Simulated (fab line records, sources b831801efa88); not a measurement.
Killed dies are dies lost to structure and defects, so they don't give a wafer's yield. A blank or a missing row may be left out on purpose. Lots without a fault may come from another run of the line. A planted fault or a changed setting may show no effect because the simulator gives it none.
fab line records | flow sky130
record lots=5 wafers=15 last_day=50
route steps=708 shown CONTACT@410 METAL1@434
lots that met no fault: from a run of the same line without faults
start_h: hours from the record's first day to the start of the lot's first wafer shown | wait_h: hours since the lot's step before | " the same as in the row above | L1.1+2: a row that stands for several wafers | - no value, or no start given | * or withheld: withheld | < > ~ a bound
route shown NAME@n: a module of which the file shows steps, and the number in the route of the first | usual: mean/standard deviation of fault-free wafers | same: alike in all rows | chamber/n: place in a boat | sites: the reading at each site | _std_site: their standard deviation | _edge_site: outer sites' mean less inner sites' | radius_mm: how far each site lies from the wafer's centre | mask NAME#n: copy n | behind: the tool/chamber that last shaped the wafer | hold: why the lot was held/for how many hours/how that ended | device: the transistor (n, p or np) that didn't switch | end of line: the same wafers' tests at the end of the route | a step without rows: its recipe alone | killed: dies lost to structure and defects at the first sort, not the wafer's yield | map: a wafer's dies, x killed, . not, _ none there
set.NAME: the setting as run; set.NAME@STEP: as run at that earlier step | model.NAME: the simulator's own value behind a step, which no gauge read
lots at some steps of the route; a table a step, a row a wafer
services: from which hour (start_h, from the record's first day; less than 0 if before it) a tool's chamber was out of use, for how many hours, and why
## steps
# step SKY_CONTACT_CMP_04
# recipe material=SiO2 down_force_psi=4 platen_rpm=60 pad_velocity_m_s=0.94248
# usual head_pressure_psi=4.000/0.0092 motor_current_A=11.5/1.1 time_to_endpoint_s=78/5.4
# columns lot.wafer tool chamber start_h wait_h head_pressure_psi motor_current_A time_to_endpoint_s
L074.4 cmp-01 2 716.03 0.1 4.010 10.7 91
L074.6 " 1 " " 4.007 10.4 86
L074.5 " 2 " " 4.010 11.0 88
L077.3 cmp-02 0 727.27 0.0 4.001 10.6 75
L077.2 " 1 " " 3.991 11.4 74
L077.6 " 1 " " 4.009 11.7 78
L081.1 cmp-02 1 765.50 0.1 4.000 11.3 81
L081.5 " 1 " " 4.007 11.0 78
L081.6 " 2 " " 4.007 12.1 76
L095.1 cmp-01 0 869.66 0.1 3.995 12.9 85
L095.2 " 3 " " 3.997 13.1 82
L095.6 " 0 " " 4.000 13.1 84
L096.3 cmp-01 2 871.87 0.2 4.005 10.9 80
L096.5 " 3 " " 3.987 13.5 78
L096.6 " 0 " " 4.015 13.9 83
# step SKY_CONTACT_BOW_MEAS_05
# recipe mode=bow
# usual CONTACT_BOW=82/6.8
# columns lot.wafer tool chamber start_h wait_h CONTACT_BOW[um]
L074.4 film_metro-02 - 716.34 0.3 77
L074.5 " - " " 79
L074.6 " - " " 86
L077.2 film_metro-03 - 727.59 0.2 85
L077.3 " - " " 69
L077.6 " - " " 87
L081.1 film_metro-02 - 765.80 0.2 88
L081.5 " - " " 85
L081.6 " - " " 84
L095.1 film_metro-03 - 869.96 0.2 81
L095.2 " - " " 86
L095.6 " - " " 87
L096.3 film_metro-03 - 872.06 0.1 77
L096.5 " - " " 93
L096.6 " - " " 87
# step SKY_CONTACT_DEHYDRATE_06
# recipe temp_c=200 time_s=60
# columns lot.wafer tool chamber start_h wait_h
L074.4+5+6 litho_track-02 0 729.84 13.5
L077.2+3+6 litho_track-02 0 741.09 13.5
L081.1+5+6 litho_track-04 0 778.48 12.7
L095.1+2+6 litho_track-01 0 882.30 12.3
L096.3+5+6 litho_track-04 0 884.68 12.6
# step SKY_CONTACT_HMDS_07
# recipe prime_time_s=60 prime_temp_c=120
# columns lot.wafer tool chamber start_h wait_h
L074.4+5+6 litho_track-02 0 729.99 0.1
L077.2+3+6 litho_track-02 0 741.24 0.1
L081.1+5+6 litho_track-04 0 778.63 0.1
L095.1+2+6 litho_track-01 0 882.45 0.1
L096.3+5+6 litho_track-04 0 884.83 0.1
# step SKY_CONTACT_COAT_08
# recipe resist=BARC temp_c=withheld time_s=withheld spin_rpm=3000 resist_thk_nm=60
# columns lot.wafer tool chamber start_h wait_h
L074.4+5+6 litho_track-02 0 730.14 0.1
L077.2+3+6 litho_track-02 0 741.39 0.1
L081.1+5+6 litho_track-04 0 778.78 0.1
L095.1+2+6 litho_track-01 0 882.60 0.1
L096.3+5+6 litho_track-04 0 884.98 0.1
# step SKY_CONTACT_COAT_09
# recipe resist=KrF-thick spin_rpm=3000 resist_thk_nm=450
# columns lot.wafer tool chamber start_h wait_h
L074.4+5+6 litho_track-02 0 - -
L077.2+3+6 litho_track-02 0 - -
L081.1+5+6 litho_track-04 0 - -
L095.1+2+6 litho_track-01 0 - -
L096.3+5+6 litho_track-04 0 - -
# step SKY_CONTACT_SOFTBAKE_10
# recipe temp_c=100 time_s=90 resist=KrF-thick
# columns lot.wafer tool chamber start_h wait_h
L074.4+5+6 litho_track-02 0 - -
L077.2+3+6 litho_track-02 0 - -
L081.1+5+6 litho_track-04 0 - -
L095.1+2+6 litho_track-01 0 - -
L096.3+5+6 litho_track-04 0 - -
# step SKY_CONTACT_EXPOSE_11
# recipe mask_id=CTM1 na=0.8 source_shape=annular sigma_inner=0.55 sigma_outer=0.85 target_cd_nm=170 dose_mj=38
# same na=0.8
# columns lot.wafer tool chamber start_h wait_h mask
L074.4+5+6 krf_scanner-02 0 - - CTM1#0
L077.2+3+6 krf_scanner-02 0 - - CTM1#0
L081.1+5+6 krf_scanner-02 0 - - CTM1#0
L095.1+2+6 krf_scanner-02 0 - - CTM1#0
L096.3+5+6 krf_scanner-02 0 - - CTM1#0
# step SKY_CONTACT_PEB_12
# recipe peb_temp_c=withheld peb_time_s=withheld resist=KrF-thick
# columns lot.wafer tool chamber start_h wait_h
L074.4+5+6 litho_track-02 0 - -
L077.2+3+6 litho_track-04 0 - -
L081.1+5+6 litho_track-02 0 - -
L095.1+2+6 litho_track-01 0 - -
L096.3+5+6 litho_track-01 0 - -
# step SKY_CONTACT_DEVELOP_13
# recipe develop_time_s=60 resist=KrF-thick dev_temp_c=21
# columns lot.wafer tool chamber start_h wait_h
L074.4+5+6 litho_track-02 0 - -
L077.2+3+6 litho_track-04 0 - -
L081.1+5+6 litho_track-02 0 - -
L095.1+2+6 litho_track-01 0 - -
L096.3+5+6 litho_track-01 0 - -
# step SKY_CONTACT_CD_MEAS_14
# recipe target_cd_nm=170
# usual cd_nm=170.5/1.6
# columns lot.wafer tool chamber start_h wait_h cd_nm
L074.4 cd_sem-01 - 743.97 - 168.6
L074.5 " - " " 169.6
L074.6 " - " " 171.9
L077.2 cd_sem-01 - 754.60 - 168.8
L077.3 " - " " 168.8
L077.6 " - " " 168.3
L081.1 cd_sem-02 - 792.66 - 170.8
L081.5 " - " " 170.8
L081.6 " - " " 170.3
L095.1 cd_sem-02 - 895.80 - 172.7
L095.2 " - " " 172.5
L095.6 " - " " 172.0
L096.3 cd_sem-01 - 898.44 - 170.1
L096.5 " - " " 170.1
L096.6 " - " " 169.8
# step SKY_CONTACT_OVL_MEAS_15
# usual CONTACT_OVL=0/5.9
# columns lot.wafer tool chamber start_h wait_h CONTACT_OVL[nm]
L074.4 overlay-02 - 744.05 0.1 -2
L074.5 " - " " -5
L074.6 " - " " 8
L077.2 overlay-02 - 754.70 0.1 -4
L077.3 " - " " -3
L077.6 " - " " 0
L081.1 overlay-02 - 792.78 0.1 -3
L081.5 " - " " -10
L081.6 " - " " -2
L095.1 overlay-01 - 895.92 0.1 2
L095.2 " - " " -3
L095.6 " - " " -9
L096.3 overlay-01 - 898.54 0.1 8
L096.5 " - " " 5
L096.6 " - " " -6
# step SKY_CONTACT_ETCH_16
# recipe chemistry=N2/H2 target=BARC ion_energy_ev=200 source_w=500 bias_w=100 pressure_mtorr=30 n2_flow_sccm=100 h2_flow_sccm=200 stop_on=SiO2 time_s=45.9 target_depth_a=600
# usual drypump_motor_current_A=5.8/0.34 oes_product_au=0.854/0.0048 throttle_valve_pct=13.224/0.0094
# columns lot.wafer tool chamber start_h wait_h drypump_motor_current_A oes_product_au rf_hours_counter_h throttle_valve_pct
L074.4 rie_diel-04 2 744.09 0.0 5.4 0.850 - 13.217
L074.5 " 3 " " 6.3 0.854 - 13.218
L074.6 " 0 " " 5.6 0.853 - 13.230
L077.2 rie_diel-01 1 754.73 0.0 5.4 0.851 17 13.218
L077.3 " 3 " " 5.8 0.851 12 13.222
L077.6 " 3 " " 5.9 0.857 - 13.239
L081.1 rie_diel-03 1 792.82 0.0 5.8 0.857 1 13.236
L081.5 " 3 " " 6.2 0.858 - 13.228
L081.6 " 0 " " 5.2 0.853 - 13.231
L095.1 rie_diel-01 2 895.96 0.0 5.9 0.860 25 13.230
L095.2 " 1 " " 5.4 0.849 22 13.222
L095.6 " 3 " " 5.8 0.853 - 13.224
L096.3 rie_diel-04 0 898.56 0.0 5.6 0.856 17 13.217
L096.5 " 1 " " 6.1 0.851 - 13.234
L096.6 " 2 " " 5.4 0.862 - 13.221
# step SKY_CONTACT_ETCH_17
# recipe target=SiO2 chemistry=C4F8/O2/Ar stop_on=Si3N4 mask_material=KrF-thick source_w=1500 bias_w=1200 pressure_mtorr=40 c4f8_flow_sccm=withheld O2_flow_sccm=6 Ar_flow_sccm=300 time_s=withheld target_depth_a=3400
# usual oes_product_au=0.891/0.0045
# columns lot.wafer tool chamber start_h wait_h oes_product_au
L074.4 rie_diel-04 2 744.14 0.0 0.889
L074.5 " 3 " " 0.887
L074.6 " 0 " " 0.892
L077.2 rie_diel-01 1 754.77 0.0 0.894
L077.3 " 3 " " 0.895
L077.6 " 3 " " 0.892
L081.1 rie_diel-03 1 792.86 0.0 0.892
L081.5 " 3 " " 0.891
L081.6 " 0 " " 0.891
L095.1 rie_diel-01 2 896.00 0.0 0.898
L095.2 " 1 " " 0.897
L095.6 " 3 " " 0.891
L096.3 rie_diel-04 0 898.60 0.0 0.899
L096.5 " 1 " " 0.895
L096.6 " 2 " " 0.896
# step SKY_CONTACT_ETCH_18
# recipe target=Si3N4 chemistry=CHF3/O2 stop_on=TiN source_w=600 bias_w=200 pressure_mtorr=40 chf3_flow_sccm=50 O2_flow_sccm=5 time_s=39 target_depth_a=750
# usual drypump_motor_current_A=5.8/0.34 oes_product_au=0.855/0.0076 throttle_valve_pct=8.794/0.0098
# columns lot.wafer tool chamber start_h wait_h drypump_motor_current_A oes_product_au rf_hours_counter_h throttle_valve_pct
L074.4 rie_diel-04 2 - - 5.4 0.870 - 8.795
L074.5 " 3 " " 6.2 0.871 - 8.807
L074.6 " 0 " " 5.5 0.866 - 8.815
L077.2 rie_diel-01 1 - - 5.4 0.845 17 8.785
L077.3 " 3 " " 5.8 0.852 12 8.792
L077.6 " 3 " " 5.8 0.862 - 8.792
L081.1 rie_diel-03 1 - - 5.8 0.850 1 8.792
L081.5 " 3 " " 6.2 0.856 - 8.791
L081.6 " 0 " " 5.2 0.859 - 8.806
L095.1 rie_diel-01 2 - - 5.8 0.849 25 8.811
L095.2 " 1 " " 5.4 0.857 22 8.797
L095.6 " 3 " " 5.8 0.857 - 8.791
L096.3 rie_diel-04 0 - - 5.6 0.848 17 8.777
L096.5 " 1 " " 6.0 0.855 - 8.794
L096.6 " 2 " " 5.4 0.862 - 8.797
# step SKY_CONTACT_STRIP_19
# recipe chemistry=O2/N2 power_w=1400 pressure_mtorr=1500 platen_temp_c=withheld o2_flow_sccm=3000 n2_flow_sccm=300 overash_fraction=0.5
# usual drypump_motor_current_A=5.53/0.26 oes_product_au=0.382/0.005 strip_time_to_endpoint_s=3.66/0.036
# columns lot.wafer tool chamber start_h wait_h drypump_motor_current_A oes_product_au rf_hours_counter_h strip_time_to_endpoint_s
L074.4 plasma_asher-03 0 744.24 - 5.42 0.382 - 3.66
L074.5 " 0 " " 5.40 0.385 - 3.71
L074.6 " 1 " " 5.17 0.387 - 3.72
L077.2 plasma_asher-04 0 754.86 - 5.69 0.383 64 3.63
L077.3 " 0 " " 5.69 0.386 - 3.65
L077.6 " 1 " " 5.87 0.384 - 3.64
L081.1 plasma_asher-01 0 792.95 - 5.33 0.391 35 3.63
L081.5 " 0 " " 5.32 0.382 - 3.58
L081.6 " 1 " " 5.85 0.375 - 3.65
L095.1 plasma_asher-01 1 896.09 - 5.82 0.388 46 3.61
L095.2 " 0 " " 5.32 0.382 46 3.66
L095.6 " 0 " " 5.34 0.386 - 3.68
L096.3 plasma_asher-03 1 898.73 - 5.22 0.383 - 3.71
L096.5 " 1 " " 5.19 0.384 - 3.63
L096.6 " 0 " " 5.39 0.388 - 3.67
# step SKY_CONTACT_STRIP_20
# recipe chemistry=post_etch_residue_remover time_s=1200 temp_c=72.5
# usual temp_c=72.51/0.12
# columns lot.wafer tool chamber start_h wait_h temp_c
L074.4 wet_bench-03 3 744.30 0.0 72.58
L074.5 " 3 " " 72.57
L074.6 " 3 " " 72.65
L077.2 wet_bench-02 0 754.96 0.1 72.45
L077.3 " 0 " " 72.46
L077.6 " 0 " " 72.44
L081.1 wet_bench-02 0 793.05 0.1 72.61
L081.5 " 0 " " 72.52
L081.6 " 0 " " 72.65
L095.1 wet_bench-04 3 896.19 0.1 72.49
L095.2 " 3 " " 72.49
L095.6 " 3 " " 72.51
L096.3 wet_bench-04 0 898.79 0.0 72.49
L096.5 " 0 " " 72.50
L096.6 " 0 " " 72.22
# step SKY_CONTACT_CLEAN_21
# recipe chemistry=IPA time_s=180 temp_c=25
# usual temp_c=25.02/0.12
# columns lot.wafer tool chamber start_h wait_h temp_c
L074.4 wet_bench-02 1 744.64 0.0 25.02
L074.5 " 1 " " 25.07
L074.6 " 1 " " 25.07
L077.2 wet_bench-03 0 755.31 0.0 24.90
L077.3 " 0 " " 24.93
L077.6 " 0 " " 24.96
L081.1 wet_bench-03 1 793.39 0.0 25.03
L081.5 " 1 " " 25.03
L081.6 " 1 " " 24.99
L095.1 wet_bench-03 1 896.53 0.0 25.28
L095.2 " 1 " " 24.88
L095.6 " 1 " " 25.15
L096.3 wet_bench-02 3 899.13 0.0 25.03
L096.5 " 3 " " 24.98
L096.6 " 3 " " 24.93
# step SKY_CONTACT_CLEAN_22
# recipe chemistry=O3/DIW dry=n2_spin
# columns lot.wafer tool chamber start_h wait_h
L074.4+5+6 wet_bench-03 1 744.70 0.0
L077.2+3+6 wet_bench-04 2 755.36 0.0
L081.1+5+6 wet_bench-02 3 793.45 0.0
L095.1+2+6 wet_bench-04 3 896.59 0.0
L096.3+5+6 wet_bench-04 3 899.19 0.0
# step SKY_CONTACT_SPUTTER_23
# recipe material=TiN target_thk_nm=20 chamber_pressure_pa=5 power_w=4000 time_s=80
# usual throttle_valve_pct=29.3/0.9
# columns lot.wafer tool chamber start_h wait_h throttle_valve_pct
L074.4 pvd_sputter-03 - 744.79 0.0 29.5
L074.5 " - " " 29.3
L074.6 " - " " 28.0
L077.2 pvd_sputter-02 - 755.46 0.0 28.4
L077.3 " - " " 28.7
L077.6 " - " " 28.7
L081.1 pvd_sputter-03 - 793.54 0.0 28.1
L081.5 " - " " 30.6
L081.6 " - " " 29.7
L095.1 pvd_sputter-02 - 896.68 0.0 28.3
L095.2 " - " " 28.8
L095.6 " - " " 28.4
L096.3 pvd_sputter-01 - 899.28 0.0 30.1
L096.5 " - " " 30.6
L096.6 " - " " 29.9
# step SKY_CONTACT_CVD_24
# recipe material=W target_thk_nm=340 time_s=102.12 temp_c=400 pressure_torr=40
# usual chamber_pressure_Torr=39.99/0.088 heater_power_w=900/130
# columns lot.wafer tool chamber start_h wait_h chamber_pressure_Torr heater_power_w
L074.4 cvd_w-01 1 744.89 0.1 39.96 1085
L074.5 " 0 " " 40.04 980
L074.6 " 1 " " 40.03 1088
L077.2 cvd_w-02 1 755.52 0.0 40.04 787
L077.3 " 0 " " 39.96 774
L077.6 " 1 " " 40.03 763
L081.1 cvd_w-01 0 793.61 0.0 39.90 956
L081.5 " 0 " " 40.05 982
L081.6 " 1 " " 39.95 1084
L095.1 cvd_w-01 0 896.75 0.0 40.03 971
L095.2 " 1 " " 40.07 1095
L095.6 " 0 " " 40.12 992
L096.3 cvd_w-01 0 899.38 0.1 40.00 958
L096.5 " 0 " " 40.04 989
L096.6 " 1 " " 39.97 1088
# step SKY_CONTACT_RS_MEAS_25
# recipe thk_meas_gauge=four-point-probe reads=W_of_CONTACT_CVD_24+TiN_of_CONTACT_SPUTTER_23
# usual CONTACT_W_RS=0.337/0.0044
# columns lot.wafer tool chamber start_h wait_h CONTACT_W_RS[ohm/sq]
L074.4 film_metro-02 - 745.03 0.1 0.340
L074.5 " - " " 0.335
L074.6 " - " " 0.336
L077.2 film_metro-03 - 755.65 0.1 0.343
L077.3 " - " " 0.337
L077.6 " - " " 0.339
L081.1 film_metro-03 - 793.72 0.1 0.335
L081.5 " - " " 0.332
L081.6 " - " " 0.335
L095.1 film_metro-02 - 896.86 0.1 0.339
L095.2 " - " " 0.339
L095.6 " - " " 0.340
L096.3 film_metro-01 - 899.50 0.1 0.333
L096.5 " - " " 0.333
L096.6 " - " " 0.331
# step SKY_CONTACT_THK_MEAS_26
# recipe thk_meas_gauge=xrf reads=W_of_CONTACT_CVD_24
# usual CONTACT_W_THK=344/6.4
# columns lot.wafer tool chamber start_h wait_h CONTACT_W_THK[nm]
L074.4 film_metro-02 - 745.12 0.1 335
L074.5 " - " " 342
L074.6 " - " " 340
L077.2 film_metro-03 - 755.76 0.1 341
L077.3 " - " " 346
L077.6 " - " " 342
L081.1 film_metro-03 - 793.84 0.1 349
L081.5 " - " " 355
L081.6 " - " " 353
L095.1 film_metro-02 - 896.98 0.1 338
L095.2 " - " " 336
L095.6 " - " " 335
L096.3 film_metro-01 - 899.60 0.1 355
L096.5 " - " " 351
L096.6 " - " " 355
# step SKY_CONTACT_CMP_27
# recipe stop_on=SiO2 t_overpolish_s=15 down_force_psi=3.5 platen_rpm=60 target_thk_nm=0 pad_velocity_m_s=0.94248
# usual head_pressure_psi=3.500/0.0074 motor_current_A=10.6/1 overpolish_run_s=14.998/0.0093 time_to_endpoint_s=80/4.6
# columns lot.wafer tool chamber start_h wait_h head_pressure_psi motor_current_A overpolish_run_s time_to_endpoint_s
L074.4 cmp-02 0 745.25 0.1 3.495 10.2 14.985 79
L074.6 " 2 " " 3.504 11.2 14.981 80
L074.5 " 3 " " 3.491 9.9 15.005 76
L077.3 cmp-02 2 755.81 0.0 3.509 11.2 15.010 81
L077.2 " 1 " " 3.495 10.6 15.003 83
L077.6 " 3 " " 3.506 10.3 15.009 80
L081.1 cmp-01 3 793.95 0.1 3.507 12.7 14.988 80
L081.5 " 2 " " 3.505 9.5 15.001 87
L081.6 " 3 " " 3.503 12.9 15.000 82
L095.1 cmp-01 0 897.04 0.1 3.498 12.3 15.006 85
L095.2 " 3 " " 3.509 11.8 15.006 85
L095.6 " 1 " " 3.514 9.2 14.995 78
L096.3 cmp-02 1 899.79 0.2 3.503 10.4 14.983 79
L096.5 " 2 " " 3.497 10.8 14.999 82
L096.6 " 3 " " 3.495 9.8 14.999 77
# step SKY_METAL1_SPUTTER_00
# recipe material=Ti target_thk_nm=15 power_w=3000 time_s=10 chamber_pressure_pa=0.4
# usual throttle_valve_pct=29.4/0.93
# columns lot.wafer tool chamber start_h wait_h throttle_valve_pct
L074.4 pvd_sputter-02 - 745.45 0.1 28.5
L074.5 " - " " 28.6
L074.6 " - " " 28.6
L077.2 pvd_sputter-04 - 756.11 0.1 29.6
L077.3 " - " " 31.5
L077.6 " - " " 29.6
L081.1 pvd_sputter-04 - 794.20 0.2 29.4
L081.5 " - " " 29.9
L081.6 " - " " 29.7
L095.1 pvd_sputter-04 - 897.34 0.2 31.6
L095.2 " - " " 30.1
L095.6 " - " " 29.8
L096.3 pvd_sputter-04 - 899.94 0.1 30.0
L096.5 " - " " 29.9
L096.6 " - " " 29.5
# step SKY_METAL1_SPUTTER_01
# recipe material=TiN target_thk_nm=20 power_w=6500 time_s=16.7 chamber_pressure_pa=0.4
# usual throttle_valve_pct=29.4/0.95
# columns lot.wafer tool chamber start_h wait_h throttle_valve_pct
L074.4 pvd_sputter-02 - 745.47 0.0 28.7
L074.5 " - " " 28.3
L074.6 " - " " 28.5
L077.2 pvd_sputter-04 - 756.13 0.0 29.4
L077.3 " - " " 31.6
L077.6 " - " " 29.7
L081.1 pvd_sputter-04 - 794.22 0.0 29.4
L081.5 " - " " 30.3
L081.6 " - " " 29.7
L095.1 pvd_sputter-04 - 897.36 0.0 31.6
L095.2 " - " " 30.2
L095.6 " - " " 29.7
L096.3 pvd_sputter-04 - 899.96 0.0 30.0
L096.5 " - " " 29.7
L096.6 " - " " 29.6
# step SKY_METAL1_SPUTTER_02
# recipe material=AlCu target_thk_nm=250 power_w=10600 time_s=13.3 chamber_pressure_pa=0.4
# usual throttle_valve_pct=29.4/0.91
# columns lot.wafer tool chamber start_h wait_h throttle_valve_pct
L074.4 pvd_sputter-02 - 745.49 0.0 28.4
L074.5 " - " " 28.4
L074.6 " - " " 28.6
L077.2 pvd_sputter-04 - 756.16 0.0 29.2
L077.3 " - " " 31.6
L077.6 " - " " 29.5
L081.1 pvd_sputter-04 - 794.24 0.0 29.2
L081.5 " - " " 30.1
L081.6 " - " " 29.6
L095.1 pvd_sputter-04 - 897.38 0.0 31.5
L095.2 " - " " 30.0
L095.6 " - " " 29.9
L096.3 pvd_sputter-04 - 899.98 0.0 30.1
L096.5 " - " " 29.4
L096.6 " - " " 29.6
# step SKY_METAL1_SPUTTER_03
# recipe material=Ti target_thk_nm=5 power_w=3000 time_s=3.3 chamber_pressure_pa=0.4
# usual throttle_valve_pct=29.4/0.94
# columns lot.wafer tool chamber start_h wait_h throttle_valve_pct
L074.4 pvd_sputter-02 - 745.52 0.0 28.5
L074.5 " - " " 28.2
L074.6 " - " " 28.3
L077.2 pvd_sputter-04 - 756.19 0.0 29.5
L077.3 " - " " 31.5
L077.6 " - " " 29.8
L081.1 pvd_sputter-04 - 794.27 0.0 29.5
L081.5 " - " " 30.0
L081.6 " - " " 29.7
L095.1 pvd_sputter-04 - 897.41 0.0 31.7
L095.2 " - " " 30.3
L095.6 " - " " 29.5
L096.3 pvd_sputter-04 - 900.01 0.0 30.0
L096.5 " - " " 29.8
L096.6 " - " " 29.4
# step SKY_METAL1_SPUTTER_04
# recipe material=TiN target_thk_nm=70 power_w=6500 time_s=58.3 chamber_pressure_pa=0.4
# usual throttle_valve_pct=29.4/0.91
# columns lot.wafer tool chamber start_h wait_h throttle_valve_pct
L074.4 pvd_sputter-02 - 745.54 0.0 28.7
L074.5 " - " " 28.3
L074.6 " - " " 28.4
L077.2 pvd_sputter-04 - 756.21 0.0 29.7
L077.3 " - " " 31.5
L077.6 " - " " 29.6
L081.1 pvd_sputter-04 - 794.29 0.0 29.6
L081.5 " - " " 30.0
L081.6 " - " " 29.8
L095.1 pvd_sputter-04 - 897.43 0.0 31.5
L095.2 " - " " 30.1
L095.6 " - " " 29.8
L096.3 pvd_sputter-04 - 900.03 0.0 30.1
L096.5 " - " " 29.5
L096.6 " - " " 29.4
# step SKY_METAL1_RS_MEAS_05
# recipe thk_meas_gauge=four-point-probe reads=TiN_of_METAL1_SPUTTER_04+Ti_of_METAL1_SPUTTER_03+AlCu_of_METAL1_SPUTTER_02+TiN_of_METAL1_SPUTTER_01+Ti_of_METAL1_SPUTTER_00
# usual METAL1_ALCU_RS=0.1272/0.0011
# columns lot.wafer tool chamber start_h wait_h METAL1_ALCU_RS[ohm/sq]
L074.4 film_metro-04 - 745.65 0.1 0.1274
L074.5 " - " " 0.1292
L074.6 " - " " 0.1266
L077.2 film_metro-03 - 756.28 0.0 0.1281
L077.3 " - " " 0.1262
L077.6 " - " " 0.1268
L081.1 film_metro-03 - 794.34 0.0 0.1279
L081.5 " - " " 0.1275
L081.6 " - " " 0.1252
L095.1 film_metro-03 - 897.48 0.0 0.1258
L095.2 " - " " 0.1256
L095.6 " - " " 0.1247
L096.3 film_metro-04 - 900.12 0.1 0.1281
L096.5 " - " " 0.1257
L096.6 " - " " 0.1271
# step SKY_METAL1_THK_MEAS_06
# recipe thk_meas_gauge=xrf reads=AlCu_of_METAL1_SPUTTER_02
# usual METAL1_ALCU_THK=249.5/2.3
# columns lot.wafer tool chamber start_h wait_h METAL1_ALCU_THK[nm]
L074.4 film_metro-04 - 745.74 0.1 250.3
L074.5 " - " " 247.3
L074.6 " - " " 250.3
L077.2 film_metro-03 - 756.39 0.1 249.5
L077.3 " - " " 253.0
L077.6 " - " " 252.0
L081.1 film_metro-03 - 794.46 0.1 247.4
L081.5 " - " " 249.6
L081.6 " - " " 253.4
L095.1 film_metro-03 - 897.60 0.1 249.5
L095.2 " - " " 252.4
L095.6 " - " " 252.2
L096.3 film_metro-04 - 900.22 0.1 246.7
L096.5 " - " " 250.4
L096.6 " - " " 249.8
# step SKY_METAL1_DEHYDRATE_07
# recipe temp_c=200 time_s=60
# columns lot.wafer tool chamber start_h wait_h
L074.4+5+6 litho_track-04 0 759.05 13.3
L077.2+3+6 litho_track-04 0 769.65 13.3
L081.1+5+6 litho_track-01 0 806.70 12.2
L095.1+2+6 litho_track-03 0 909.29 11.7
L096.3+5+6 litho_track-01 0 912.05 11.8
# step SKY_METAL1_HMDS_08
# recipe prime_time_s=60 prime_temp_c=120
# columns lot.wafer tool chamber start_h wait_h
L074.4+5+6 litho_track-04 0 759.20 0.1
L077.2+3+6 litho_track-04 0 769.80 0.1
L081.1+5+6 litho_track-01 0 806.85 0.1
L095.1+2+6 litho_track-03 0 909.44 0.1
L096.3+5+6 litho_track-01 0 912.20 0.1
# step SKY_METAL1_COAT_09
# recipe resist=BARC temp_c=withheld time_s=withheld spin_rpm=3000 resist_thk_nm=60
# columns lot.wafer tool chamber start_h wait_h
L074.4+5+6 litho_track-04 0 759.35 0.1
L077.2+3+6 litho_track-04 0 769.95 0.1
L081.1+5+6 litho_track-01 0 807.00 0.1
L095.1+2+6 litho_track-03 0 909.59 0.1
L096.3+5+6 litho_track-01 0 912.35 0.1
# step SKY_METAL1_COAT_10
# recipe resist=KrF-thick spin_rpm=3000 resist_thk_nm=450
# columns lot.wafer tool chamber start_h wait_h
L074.4+5+6 litho_track-04 0 - -
L077.2+3+6 litho_track-04 0 - -
L081.1+5+6 litho_track-01 0 - -
L095.1+2+6 litho_track-03 0 - -
L096.3+5+6 litho_track-01 0 - -
# step SKY_METAL1_SOFTBAKE_11
# recipe temp_c=100 time_s=90 resist=KrF-thick
# columns lot.wafer tool chamber start_h wait_h
L074.4+5+6 litho_track-04 0 - -
L077.2+3+6 litho_track-04 0 - -
L081.1+5+6 litho_track-01 0 - -
L095.1+2+6 litho_track-03 0 - -
L096.3+5+6 litho_track-01 0 - -
# step SKY_METAL1_EXPOSE_12
# recipe mask_id=MM1 na=0.8 source_shape=annular sigma_inner=0.55 sigma_outer=0.85 target_cd_nm=140 dose_mj=28
# same na=0.8
# columns lot.wafer tool chamber start_h wait_h mask
L074.4+5+6 krf_scanner-01 0 - - MM1#0
L077.2+3+6 krf_scanner-02 0 - - MM1#0
L081.1+5+6 krf_scanner-01 0 - - MM1#0
L095.1+2+6 krf_scanner-02 0 - - MM1#0
L096.3+5+6 krf_scanner-01 0 - - MM1#0
# step SKY_METAL1_PEB_13
# recipe peb_temp_c=withheld peb_time_s=withheld resist=KrF-thick
# columns lot.wafer tool chamber start_h wait_h
L074.4+5+6 litho_track-01 0 - -
L077.2+3+6 litho_track-04 0 - -
L081.1+5+6 litho_track-04 0 - -
L095.1+2+6 litho_track-03 0 - -
L096.3+5+6 litho_track-01 0 - -
# step SKY_METAL1_DEVELOP_14
# recipe develop_time_s=60 resist=KrF-thick dev_temp_c=21
# columns lot.wafer tool chamber start_h wait_h
L074.4+5+6 litho_track-01 0 - -
L077.2+3+6 litho_track-04 0 - -
L081.1+5+6 litho_track-04 0 - -
L095.1+2+6 litho_track-03 0 - -
L096.3+5+6 litho_track-01 0 - -
# step SKY_METAL1_CD_MEAS_15
# recipe target_cd_nm=140
# usual cd_nm=139.6/1.6
# columns lot.wafer tool chamber start_h wait_h cd_nm
L074.4 cd_sem-01 - 773.01 - 138.9
L074.5 " - " " 138.5
L074.6 " - " " 139.2
L077.2 cd_sem-01 - 783.40 - 140.6
L077.3 " - " " 138.4
L077.6 " - " " 138.8
L081.1 cd_sem-01 - 820.53 - 139.2
L081.5 " - " " 138.6
L081.6 " - " " 138.0
L095.1 cd_sem-01 - 922.64 - 142.5
L095.2 " - " " 144.2
L095.6 " - " " 142.3
L096.3 cd_sem-02 - 925.39 - 138.8
L096.5 " - " " 139.7
L096.6 " - " " 139.1
# step SKY_METAL1_OVL_MEAS_16
# usual METAL1_OVL=-1/4.3
# columns lot.wafer tool chamber start_h wait_h METAL1_OVL[nm]
L074.4 overlay-02 - 773.09 0.1 -2
L074.5 " - " " 3
L074.6 " - " " 1
L077.2 overlay-01 - 783.53 0.1 -1
L077.3 " - " " -6
L077.6 " - " " -7
L081.1 overlay-01 - 820.65 0.1 1
L081.5 " - " " 2
L081.6 " - " " 4
L095.1 overlay-01 - 922.76 0.1 1
L095.2 " - " " -5
L095.6 " - " " 2
L096.3 overlay-01 - 925.49 0.1 -3
L096.5 " - " " -4
L096.6 " - " " -7
## services
# columns tool chamber start_h hours kind
pvd_sputter-02 - 695.37 6.8 repair
krf_scanner-02 - 695.88 1.0 pm
rie_diel-01 - 699.99 14.6 pm
rie_diel-04 1 707.93 49.0 repair
rie_diel-04 3 712.45 4.3 repair
rie_diel-01 - 715.71 2.8 pm
rie_diel-01 2 727.19 1.8 repair
rie_diel-04 - 745.15 1.4 repair
krf_scanner-02 - 761.37 0.8 pm
krf_scanner-02 - 765.07 4.4 pm
krf_scanner-02 - 783.09 0.1 repair
rie_diel-04 2 799.75 5.8 repair
krf_scanner-02 - 807.26 0.5 repair
krf_scanner-02 - 810.18 2.4 repair
rie_diel-04 0 810.64 12.0 repair
rie_diel-01 - 814.46 0.8 repair
pvd_sputter-02 - 819.89 1.1 repair
krf_scanner-02 - 824.06 1.3 pm
krf_scanner-02 - 834.96 3.6 pm
krf_scanner-02 - 864.91 1.0 pm
rie_diel-01 0 875.66 63.3 repair
rie_diel-04 - 888.51 1.7 repair
rie_diel-04 3 894.24 13.2 repair
pvd_sputter-02 - 913.45 2.1 repair
## key
fault none
